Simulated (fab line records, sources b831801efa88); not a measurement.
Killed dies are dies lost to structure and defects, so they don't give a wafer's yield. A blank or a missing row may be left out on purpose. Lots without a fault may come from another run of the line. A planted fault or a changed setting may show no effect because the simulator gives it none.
fab line records | flow sky130
record lots=6 wafers=18 last_day=49
route steps=708 shown VIA1@473 METAL2@483 PAD_OPEN@708
lots that met no fault: from a run of the same line without faults
start_h: hours from the record's first day to the start of the lot's first wafer shown | wait_h: hours since the lot's step before | " the same as in the row above | L1.1+2: a row that stands for several wafers | - no value, or no start given | * or withheld: withheld | < > ~ a bound
route shown NAME@n: a module of which the file shows steps, and the number in the route of the first | usual: mean/standard deviation of fault-free wafers | same: alike in all rows | chamber/n: place in a boat | sites: the reading at each site | _std_site: their standard deviation | _edge_site: outer sites' mean less inner sites' | radius_mm: how far each site lies from the wafer's centre | mask NAME#n: copy n | behind: the tool/chamber that last shaped the wafer | hold: why the lot was held/for how many hours/how that ended | device: the transistor (n, p or np) that didn't switch | end of line: the same wafers' tests at the end of the route | a step without rows: its recipe alone | killed: dies lost to structure and defects at the first sort, not the wafer's yield | map: a wafer's dies, x killed, . not, _ none there
set.NAME: the setting as run; set.NAME@STEP: as run at that earlier step | model.NAME: the simulator's own value behind a step, which no gauge read
lots at some steps of the route; a table a step, a row a wafer
services: from which hour (start_h, from the record's first day; less than 0 if before it) a tool's chamber was out of use, for how many hours, and why
## steps
# step SKY_VIA1_ETCH_15
# recipe target=SiO2 chemistry=C4F8/O2/Ar target_depth_nm=351 stop_on=TiN mask_material=KrF-thick source_w=1500 bias_w=1200 pressure_mtorr=40 c4f8_flow_sccm=withheld O2_flow_sccm=6 Ar_flow_sccm=300 time_s=54
# step SKY_VIA1_STRIP_16
# recipe chemistry=O2/N2 power_w=1400 pressure_mtorr=1500 platen_temp_c=withheld o2_flow_sccm=3000 n2_flow_sccm=300 overash_fraction=0.5
# step SKY_VIA1_STRIP_17
# recipe chemistry=post_etch_residue_remover time_s=1200 temp_c=72.5
# step SKY_VIA1_CLEAN_18
# recipe chemistry=IPA time_s=180 temp_c=25
# step SKY_VIA1_CLEAN_19
# recipe chemistry=O3/DIW dry=n2_spin
# step SKY_VIA1_SPUTTER_20
# recipe material=TiN target_thk_nm=20 chamber_pressure_pa=5 power_w=4000 time_s=80
# step SKY_VIA1_CVD_21
# recipe material=W target_thk_nm=270 time_s=80.902 temp_c=400 pressure_torr=40
# usual heater_power_w=873/91
# columns lot.wafer tool chamber start_h wait_h heater_power_w
L277.1 cvd_w-01 1 804.15 0.0 760
L277.2 " 0 " " 890
L277.3 " 0 " " 873
L286.1 cvd_w-02 1 871.60 0.0 1002
L286.2 " 0 " " 812
L286.5 " 0 " " 830
L287.2 cvd_w-02 1 876.94 0.0 982
L287.4 " 1 " " 1015
L287.6 " 1 " " 1017
L288.3 cvd_w-01 1 884.09 0.1 769
L288.4 " 0 " " 874
L288.5 " 1 " " 777
L291.1 cvd_w-01 1 902.40 0.0 800
L291.4 " 0 " " 878
L291.5 " 0 " " 877
L294.1 cvd_w-02 1 930.31 0.0 1008
L294.2 " 0 " " 814
L294.5 " 0 " " 819
# step SKY_VIA1_RS_MEAS_22
# recipe thk_meas_gauge=four-point-probe reads=W_of_VIA1_CVD_21+TiN_of_VIA1_SPUTTER_20
# usual VIA1_W_RS=0.428/0.0064
# columns lot.wafer tool chamber start_h wait_h VIA1_W_RS[ohm/sq]
L277.1 film_metro-03 - 804.25 0.1 0.424
L277.2 " - " " 0.423
L277.3 " - " " 0.432
L286.1 film_metro-03 - 871.70 0.1 0.432
L286.2 " - " " 0.431
L286.5 " - " " 0.425
L287.2 film_metro-02 - 877.05 0.1 0.433
L287.4 " - " " 0.426
L287.6 " - " " 0.435
L288.3 film_metro-03 - 884.19 0.1 0.424
L288.4 " - " " 0.426
L288.5 " - " " 0.426
L291.1 film_metro-04 - 902.49 0.1 0.428
L291.4 " - " " 0.425
L291.5 " - " " 0.429
L294.1 film_metro-02 - 930.40 0.1 0.433
L294.2 " - " " 0.426
L294.5 " - " " 0.422
# step SKY_VIA1_THK_MEAS_23
# recipe thk_meas_gauge=xrf reads=W_of_VIA1_CVD_21
# usual VIA1_W_THK=263/4.8
# columns lot.wafer tool chamber start_h wait_h VIA1_W_THK[nm]
L277.1 film_metro-03 - 804.37 0.1 269
L277.2 " - " " 268
L277.3 " - " " 263
L286.1 film_metro-03 - 871.82 0.1 263
L286.2 " - " " 264
L286.5 " - " " 268
L287.2 film_metro-02 - 877.16 0.1 257
L287.4 " - " " 262
L287.6 " - " " 256
L288.3 film_metro-03 - 884.29 0.1 267
L288.4 " - " " 267
L288.5 " - " " 266
L291.1 film_metro-04 - 902.61 0.1 262
L291.4 " - " " 264
L291.5 " - " " 260
L294.1 film_metro-02 - 930.52 0.1 258
L294.2 " - " " 262
L294.5 " - " " 265
# step SKY_VIA1_CMP_24
# recipe stop_on=SiO2 t_overpolish_s=15 down_force_psi=3.5 platen_rpm=60 target_thk_nm=0 pad_velocity_m_s=0.94248
# usual motor_current_A=10.6/0.83 overpolish_run_s=15.000/0.0087 slurry_flow_ml_min=150.0/0.51 time_to_endpoint_s=67/3.6
# columns lot.wafer tool chamber start_h wait_h motor_current_A overpolish_run_s slurry_flow_ml_min time_to_endpoint_s
L277.2 cmp-02 1 804.43 0.0 11.3 14.976 149.7 73
L277.1 " 2 " " 11.6 14.993 150.8 67
L277.3 " 3 " " 10.7 15.013 149.8 71
L286.2 cmp-02 3 871.98 0.1 10.8 14.993 149.6 68
L286.1 " 0 " " 9.7 14.999 150.2 62
L286.5 " 1 " " 10.8 14.993 149.7 71
L287.4 cmp-02 1 877.26 0.1 10.8 15.007 149.7 72
L287.2 " 3 " " 11.0 14.989 149.9 69
L287.6 " 1 " " 10.8 15.008 149.3 71
L288.3 cmp-01 3 884.33 0.0 11.0 15.010 148.7 65
L288.4 " 2 " " 9.6 14.989 150.0 67
L288.5 " 3 " " 11.0 15.008 149.7 66
L291.1 cmp-02 2 902.77 0.1 11.2 14.997 149.9 62
L291.4 " 3 " " 10.1 15.014 149.8 67
L291.5 " 0 " " 9.4 15.004 150.0 58
L294.1 cmp-02 3 930.63 0.1 10.9 14.987 150.2 65
L294.2 " 1 " " 11.2 14.989 149.1 70
L294.5 " 2 " " 10.9 14.997 150.4 69
# step SKY_METAL2_SPUTTER_00
# recipe material=Ti target_thk_nm=15 power_w=3000 time_s=10 chamber_pressure_pa=0.4
# usual chamber_pressure_pa=0.4000/0.00083 throttle_valve_pct=30.0/1
# columns lot.wafer tool chamber start_h wait_h chamber_pressure_pa throttle_valve_pct
L277.1 pvd_sputter-01 - 804.73 0.2 0.3988 28.9
L277.2 " - " " 0.3995 29.4
L277.3 " - " " 0.4000 31.3
L286.1 pvd_sputter-01 - 872.18 0.1 0.3996 31.0
L286.2 " - " " 0.3992 28.6
L286.5 " - " " 0.3999 28.7
L287.2 pvd_sputter-01 - 877.51 0.1 0.4007 28.7
L287.4 " - " " 0.4015 29.5
L287.6 " - " " 0.4009 29.4
L288.3 pvd_sputter-01 - 884.63 0.2 0.4023 31.0
L288.4 " - " " 0.3998 29.5
L288.5 " - " " 0.4009 29.8
L291.1 pvd_sputter-03 - 902.97 0.1 0.4011 31.3
L291.4 " - " " 0.4006 30.3
L291.5 " - " " 0.3994 30.3
L294.1 pvd_sputter-03 - 930.88 0.2 0.4004 29.2
L294.2 " - " " 0.4003 29.6
L294.5 " - " " 0.4014 31.2
# step SKY_METAL2_SPUTTER_01
# recipe material=TiN target_thk_nm=20 power_w=6500 time_s=16.7 chamber_pressure_pa=0.4
# step SKY_METAL2_SPUTTER_02
# recipe material=AlCu target_thk_nm=250 power_w=10600 time_s=13.3 chamber_pressure_pa=0.4
# usual chamber_pressure_pa=0.4002/0.00083 throttle_valve_pct=30.0/1
# columns lot.wafer tool chamber start_h wait_h chamber_pressure_pa throttle_valve_pct model.AlCu_of_METAL2_SPUTTER_02.thk_nm
L277.1 pvd_sputter-01 - 804.78 0.0 0.4017 28.8 253.2
L277.2 " - " " 0.4001 29.4 250.3
L277.3 " - " " 0.4008 31.1 247.5
L286.1 pvd_sputter-01 - 872.22 0.0 0.3990 31.2 249.3
L286.2 " - " " 0.3985 28.6 251.8
L286.5 " - " " 0.3990 28.7 250.9
L287.2 pvd_sputter-01 - 877.56 0.0 0.3996 28.9 220.3
L287.4 " - " " 0.4002 30.0 250.2
L287.6 " - " " 0.4004 29.1 251.7
L288.3 pvd_sputter-01 - 884.68 0.0 0.4011 31.1 250.1
L288.4 " - " " 0.4004 29.2 249.8
L288.5 " - " " 0.4008 29.6 217.6
L291.1 pvd_sputter-03 - 903.02 0.0 0.4011 31.4 256.4
L291.4 " - " " 0.4003 30.2 254.7
L291.5 " - " " 0.4009 30.2 255.4
L294.1 pvd_sputter-03 - 930.93 0.0 0.4003 29.1 250.5
L294.2 " - " " 0.4000 29.8 247.6
L294.5 " - " " 0.4001 31.2 253.2
# step SKY_METAL2_SPUTTER_03
# recipe material=Ti target_thk_nm=5 power_w=3000 time_s=3.3 chamber_pressure_pa=0.4
# usual chamber_pressure_pa=0.3999/0.00076 throttle_valve_pct=30.0/1
# columns lot.wafer tool chamber start_h wait_h chamber_pressure_pa throttle_valve_pct
L277.1 pvd_sputter-01 - 804.80 0.0 0.3994 28.8
L277.2 " - " " 0.4002 29.2
L277.3 " - " " 0.4016 31.3
L286.1 pvd_sputter-01 - 872.25 0.0 0.4000 31.2
L286.2 " - " " 0.4004 28.8
L286.5 " - " " 0.3999 28.7
L287.2 pvd_sputter-01 - 877.58 0.0 0.3996 28.6
L287.4 " - " " 0.3996 29.8
L287.6 " - " " 0.3998 29.5
L288.3 pvd_sputter-01 - 884.71 0.0 0.4003 31.4
L288.4 " - " " 0.4010 29.5
L288.5 " - " " 0.3993 29.7
L291.1 pvd_sputter-03 - 903.04 0.0 0.4005 31.4
L291.4 " - " " 0.3992 30.2
L291.5 " - " " 0.4005 30.2
L294.1 pvd_sputter-03 - 930.95 0.0 0.3991 29.0
L294.2 " - " " 0.3983 29.9
L294.5 " - " " 0.3991 31.1
# step SKY_METAL2_SPUTTER_04
# recipe material=TiN target_thk_nm=70 power_w=6500 time_s=58.3 chamber_pressure_pa=0.4
# usual chamber_pressure_pa=0.4000/0.00067 throttle_valve_pct=30.0/1
# columns lot.wafer tool chamber start_h wait_h chamber_pressure_pa throttle_valve_pct
L277.1 pvd_sputter-01 - 804.82 0.0 0.4008 28.8
L277.2 " - " " 0.3990 29.5
L277.3 " - " " 0.3999 31.1
L286.1 pvd_sputter-01 - 872.27 0.0 0.4000 31.3
L286.2 " - " " 0.3994 28.5
L286.5 " - " " 0.3999 28.6
L287.2 pvd_sputter-01 - 877.60 0.0 0.3998 28.6
L287.4 " - " " 0.3994 29.7
L287.6 " - " " 0.3996 29.6
L288.3 pvd_sputter-01 - 884.72 0.0 0.4003 31.0
L288.4 " - " " 0.4000 29.4
L288.5 " - " " 0.3986 29.9
L291.1 pvd_sputter-03 - 903.06 0.0 0.4014 31.1
L291.4 " - " " 0.3998 30.2
L291.5 " - " " 0.4001 30.4
L294.1 pvd_sputter-03 - 930.97 0.0 0.3986 29.4
L294.2 " - " " 0.4002 29.7
L294.5 " - " " 0.3991 31.0
# step SKY_METAL2_RS_MEAS_05
# recipe thk_meas_gauge=four-point-probe reads=TiN_of_METAL2_SPUTTER_04+Ti_of_METAL2_SPUTTER_03+AlCu_of_METAL2_SPUTTER_02+TiN_of_METAL2_SPUTTER_01+Ti_of_METAL2_SPUTTER_00
# usual METAL2_ALCU_RS=0.1269/0.0015
# columns lot.wafer tool chamber start_h wait_h METAL2_ALCU_RS[ohm/sq]
L277.1 film_metro-01 - 804.87 0.0 0.1254
L277.2 " - " " 0.1269
L277.3 " - " " 0.1287
L286.1 film_metro-03 - 872.32 0.0 0.1269
L286.2 " - " " 0.1256
L286.5 " - " " 0.1260
L287.2 film_metro-01 - 877.67 0.0 0.1449
L287.4 " - " " 0.1270
L287.6 " - " " 0.1260
L288.3 film_metro-04 - 884.81 0.1 0.1270
L288.4 " - " " 0.1270
L288.5 " - " " 0.1467
L291.1 film_metro-04 - 903.11 0.0 0.1236
L291.4 " - " " 0.1247
L291.5 " - " " 0.1242
L294.1 film_metro-03 - 931.02 0.0 0.1265
L294.2 " - " " 0.1278
L294.5 " - " " 0.1251
# step SKY_METAL2_THK_MEAS_06
# recipe thk_meas_gauge=xrf reads=AlCu_of_METAL2_SPUTTER_02
# usual METAL2_ALCU_THK=247.9/3
# columns lot.wafer tool chamber start_h wait_h METAL2_ALCU_THK[nm]
L277.1 film_metro-01 - 804.99 0.1 253.2
L277.2 " - " " 250.7
L277.3 " - " " 248.3
L286.1 film_metro-03 - 872.44 0.1 244.1
L286.2 " - " " 248.3
L286.5 " - " " 246.7
L287.2 film_metro-01 - 877.78 0.1 217.6
L287.4 " - " " 249.9
L287.6 " - " " 250.5
L288.3 film_metro-04 - 884.91 0.1 248.0
L288.4 " - " " 248.2
L288.5 " - " " 216.3
L291.1 film_metro-04 - 903.23 0.1 253.8
L291.4 " - " " 253.2
L291.5 " - " " 252.7
L294.1 film_metro-03 - 931.14 0.1 247.7
L294.2 " - " " 241.8
L294.5 " - " " 246.8
# step SKY_METAL2_DEHYDRATE_07
# recipe temp_c=200 time_s=60
# step SKY_PAD_OPEN_PROBE_99
# usual defect_limited_yield=82.9/1.7 killed_at_M0_to_M3=42/6.1 killed_at_M4_up=3.4/2 killed_at_contacts=23/4.8 killed_at_front_end=15/3.8 killed_at_other=0.3/0.48 killed_dies=84/8.5 killed_on_rim=16/3.9 killed_open=46/6.8 killed_short=38/6.2 sort_bin_3_pad_short=0.8/0.42 sort_bin_5_function=10.1/1.4 sort_bin_6_memory=6.2/0.99 sort_n_pass=408/8.5 sort_yield_pct=82.9/1.7
# same gross_dies=492 killed_at_back_side=0 sort_bin_4_leakage[%]=0 sort_bin_8_speed[%]=0
# columns lot.wafer tool chamber start_h wait_h defect_limited_yield[%] killed_at_M0_to_M3 killed_at_M4_up killed_at_contacts killed_at_front_end killed_at_other killed_dies killed_on_rim killed_open killed_short sort_bin_3_pad_short[%] sort_bin_5_function[%] sort_bin_6_memory[%] sort_n_pass sort_yield_pct[%] model.etest.met2.line_ohm_um model.etest.met2.rs_ohm_sq
L277.1 prober-02 - 1083.64 0.1 81.1 52 5 17 19 0 93 26 50 42 0.4 10.4 8.1 399 81.1 0.9035 0.1268
L277.2 prober-02 - 1083.69 0.1 82.5 53 3 15 15 0 86 14 42 44 0.6 10.0 6.9 406 82.5 0.9045 0.1272
L277.3 prober-02 - 1083.74 0.2 80.7 46 2 31 16 0 95 20 55 39 1.2 10.2 7.9 397 80.7 0.9694 0.1317
L286.1 prober-01 - 1140.59 0.1 82.9 42 8 19 15 0 84 17 42 42 1.0 11.4 4.7 408 82.9 0.881 0.1296
L286.2 prober-01 - 1140.64 0.1 81.1 44 2 27 19 1 93 20 60 33 0.6 11.4 6.9 399 81.1 0.9382 0.127
L286.5 prober-01 - 1140.79 0.2 86.0 31 2 23 13 0 69 14 41 28 0.4 7.9 5.7 423 86.0 0.9359 0.1285
L287.2 prober-02 - 1144.93 0.1 86.2 38 2 19 9 0 68 12 34 34 0.8 9.1 3.9 424 86.2 0.9948 0.1456
L287.4 prober-02 - 1145.03 0.2 82.3 48 3 18 17 1 87 20 38 47 1.0 11.0 5.7 405 82.3 0.8766 0.1285
L287.6 prober-02 - 1145.13 0.2 83.5 42 0 18 21 0 81 9 41 40 0.6 8.9 6.9 411 83.5 0.8727 0.1275
L288.3 prober-01 - 1146.83 0.2 84.3 29 3 25 20 0 77 19 40 37 0.6 8.3 6.7 415 84.3 0.9408 0.1275
L288.4 prober-01 - 1146.88 0.2 85.2 39 1 24 9 0 73 16 48 25 0.6 8.1 6.1 419 85.2 0.9011 0.1276
L288.5 prober-01 - 1146.93 0.2 84.6 41 6 18 11 0 76 15 41 35 1.4 9.3 4.7 416 84.6 1.117 0.148
L291.1 prober-02 - 1162.62 0.1 81.1 42 2 29 20 0 93 24 51 42 0.8 10.4 7.7 399 81.1 0.8704 0.1238
L291.4 prober-02 - 1162.77 0.2 81.3 46 3 22 20 1 92 17 54 38 0.8 11.4 6.5 400 81.3 0.9184 0.1255
L291.5 prober-02 - 1162.82 0.2 84.8 39 3 24 9 0 75 19 39 36 0.4 8.7 6.1 417 84.8 0.9108 0.1259
L294.1 prober-02 - 1181.26 0.1 82.7 41 3 23 17 1 85 12 51 34 0.6 8.9 7.7 407 82.7 0.9347 0.1294
L294.2 prober-02 - 1181.31 0.1 85.6 35 4 20 12 0 71 16 40 31 0.6 7.7 6.1 421 85.6 0.887 0.1293
L294.5 prober-02 - 1181.46 0.2 83.3 49 1 18 14 0 82 15 55 27 0.4 10.8 5.5 410 83.3 0.8882 0.1264
# killed by level:class
L277.1 VIA1:geometric_particle:short=11 VIA1:geometric_particle:open=8 VIA2:geometric_particle:open=8 FIELD_ISO:geometric_particle:open=7 CONTACT:geometric_particle:open=7 METAL2:geometric_particle:short=6 VIA3:geometric_particle:open=6 LI_CONTACT:geometric_particle:open=5
L277.2 VIA3:geometric_particle:open=9 VIA1:geometric_particle:open=9 VIA2:geometric_particle:open=7 CONTACT:geometric_particle:open=6 METAL2:geometric_particle:short=6 METAL1:geometric_particle:short=5 VIA3:geometric_particle:short=5 FIELD_ISO:geometric_particle:short=4
L277.3 CONTACT:geometric_particle:open=15 VIA1:geometric_particle:open=11 VIA3:geometric_particle:open=8 VIA2:geometric_particle:open=7 FIELD_ISO:geometric_particle:short=6 LI_CONTACT:geometric_particle:short=5 LI_CONTACT:geometric_particle:open=4 LOCAL_INTERCONNECT:geometric_particle:short=4
L286.1 LI_CONTACT:geometric_particle:open=9 VIA1:geometric_particle:open=6 METAL4:geometric_particle:short=6 CONTACT:geometric_particle:open=6 METAL1:geometric_particle:short=6 VIA2:geometric_particle:short=6 VIA2:geometric_particle:open=6 FIELD_ISO:geometric_particle:short=5
L286.2 CONTACT:geometric_particle:open=12 VIA3:geometric_particle:open=10 VIA2:geometric_particle:open=10 LI_CONTACT:geometric_particle:open=9 FIELD_ISO:geometric_particle:open=7 VIA1:geometric_particle:open=6 FIELD_ISO:geometric_particle:short=4 CONTACT:geometric_particle:short=4
L286.5 VIA1:geometric_particle:open=11 CONTACT:geometric_particle:open=10 LI_CONTACT:geometric_particle:open=5 VIA2:geometric_particle:open=5 POLY_GATE:geometric_particle:short=4 METAL2:geometric_particle:short=4 LOCAL_INTERCONNECT:geometric_particle:short=3 METAL1:geometric_particle:short=3
L287.2 METAL1:geometric_particle:short=9 CONTACT:geometric_particle:open=8 LI_CONTACT:geometric_particle:open=5 VIA1:geometric_particle:open=5 VIA1:geometric_particle:short=5 METAL2:geometric_particle:short=4 CONTACT:geometric_particle:short=3 METAL1:geometric_particle:open=3
L287.4 METAL2:geometric_particle:short=12 VIA1:geometric_particle:open=9 VIA2:geometric_particle:open=8 POLY_GATE:geometric_particle:open=6 LI_CONTACT:geometric_particle:open=6 METAL1:geometric_particle:short=6 LOCAL_INTERCONNECT:geometric_particle:short=5 CONTACT:geometric_particle:short=5
L287.6 FIELD_ISO:geometric_particle:short=9 VIA1:geometric_particle:open=9 VIA3:geometric_particle:open=8 LI_CONTACT:geometric_particle:open=7 METAL2:geometric_particle:short=7 FIELD_ISO:geometric_particle:open=5 POLY_GATE:geometric_particle:short=5 CONTACT:geometric_particle:open=5
L288.3 CONTACT:geometric_particle:open=10 LOCAL_INTERCONNECT:geometric_particle:short=8 POLY_GATE:geometric_particle:short=6 VIA1:geometric_particle:open=6 VIA3:geometric_particle:open=6 POLY_GATE:geometric_particle:open=5 LI_CONTACT:geometric_particle:open=4 VIA2:geometric_particle:open=4
L288.4 VIA3:geometric_particle:open=10 CONTACT:geometric_particle:open=9 VIA2:geometric_particle:open=9 VIA1:geometric_particle:open=7 POLY_GATE:geometric_particle:open=5 LI_CONTACT:geometric_particle:open=5 CONTACT:geometric_particle:short=5 METAL1:geometric_particle:short=3
L288.5 VIA1:geometric_particle:open=12 CONTACT:geometric_particle:open=7 VIA2:geometric_particle:open=6 LI_CONTACT:geometric_particle:open=5 METAL4:geometric_particle:short=5 METAL1:geometric_particle:short=4 VIA1:geometric_particle:short=4 VIA2:geometric_particle:short=4
L291.1 CONTACT:geometric_particle:open=13 VIA1:geometric_particle:open=9 CONTACT:geometric_particle:short=7 METAL1:geometric_particle:short=7 FIELD_ISO:geometric_particle:short=6 POLY_GATE:geometric_particle:short=6 VIA2:geometric_particle:open=6 VIA3:geometric_particle:open=6
L291.4 VIA1:geometric_particle:open=12 VIA3:geometric_particle:open=9 VIA2:geometric_particle:open=8 FIELD_ISO:geometric_particle:open=7 CONTACT:geometric_particle:short=6 POLY_GATE:geometric_particle:short=5 CONTACT:geometric_particle:open=5 METAL2:geometric_particle:short=5
L291.5 CONTACT:geometric_particle:open=9 VIA1:geometric_particle:open=8 LI_CONTACT:geometric_particle:open=6 METAL1:geometric_particle:short=6 METAL3:geometric_particle:short=5 VIA3:geometric_particle:open=5 POLY_GATE:geometric_particle:open=3 LI_CONTACT:geometric_particle:short=3
L294.1 VIA1:geometric_particle:open=11 LI_CONTACT:geometric_particle:open=9 VIA2:geometric_particle:open=8 VIA3:geometric_particle:open=8 FIELD_ISO:geometric_particle:short=6 LI_CONTACT:geometric_particle:short=5 FIELD_ISO:geometric_particle:open=4 CONTACT:geometric_particle:short=4
L294.2 CONTACT:geometric_particle:open=8 VIA1:geometric_particle:open=6 VIA2:geometric_particle:short=6 FIELD_ISO:geometric_particle:open=5 LI_CONTACT:geometric_particle:open=5 VIA2:geometric_particle:open=5 VIA3:geometric_particle:open=5 VIA1:geometric_particle:short=4
L294.5 VIA1:geometric_particle:open=13 VIA2:geometric_particle:open=11 CONTACT:geometric_particle:open=9 VIA3:geometric_particle:open=8 FIELD_ISO:geometric_particle:open=6 LI_CONTACT:geometric_particle:open=5 METAL1:geometric_particle:short=5 VIA1:geometric_particle:short=5
## services
# columns tool chamber start_h hours kind
cmp-02 - 790.68 0.4 repair
cmp-01 - 802.97 4.3 repair
cmp-02 - 815.23 2.9 pm
cmp-02 - 844.32 3.1 repair
cmp-01 - 853.38 0.8 repair
cmp-01 - 860.90 0.3 repair
cvd_w-01 1 870.33 4.2 repair
cvd_w-02 - 890.33 4.3 pm
cvd_w-01 - 904.00 14.0 pm
cvd_w-01 0 904.00 14.0 vent_cycle
cvd_w-01 1 904.00 14.0 vent_cycle
cmp-01 - 912.00 4.0 pm
cmp-01 - 916.00 - consumable_replace:conditioner
cmp-01 - 916.00 - consumable_replace:pad
cvd_w-01 0 918.00 - clean
cvd_w-01 1 918.00 - clean
## key
first_sign step=SKY_METAL2_RS_MEAS_05 reading=METAL2_ALCU_RS direction=up sigmas=13 usual=0.1269 struck=0.1458
effect step=SKY_METAL2_THK_MEAS_06 reading=METAL2_ALCU_THK direction=down sigmas=10 usual=247.9 struck=216.9
model_effect step=SKY_METAL2_SPUTTER_02 value=AlCu_of_METAL2_SPUTTER_02.thk_nm without=250.7 struck=219
model_effect step=SKY_PAD_OPEN_PROBE_99 value=etest.met2.line_ohm_um without=0.9179 struck=1.056
met_at SKY_METAL2_SPUTTER_02
struck_wafers L287.2,L288.5
onset_between 872.22 877.56
fault kind=process_parameter_drift tool=pvd_sputter-01 chamber=- onset_h=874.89 steps=SKY_METAL2_SPUTTER_02 channel=target_thk_nm offset=-31.74 shape=step end_h=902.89 scope=struck_wafers_only acts_in=these_recipes_only stated=250
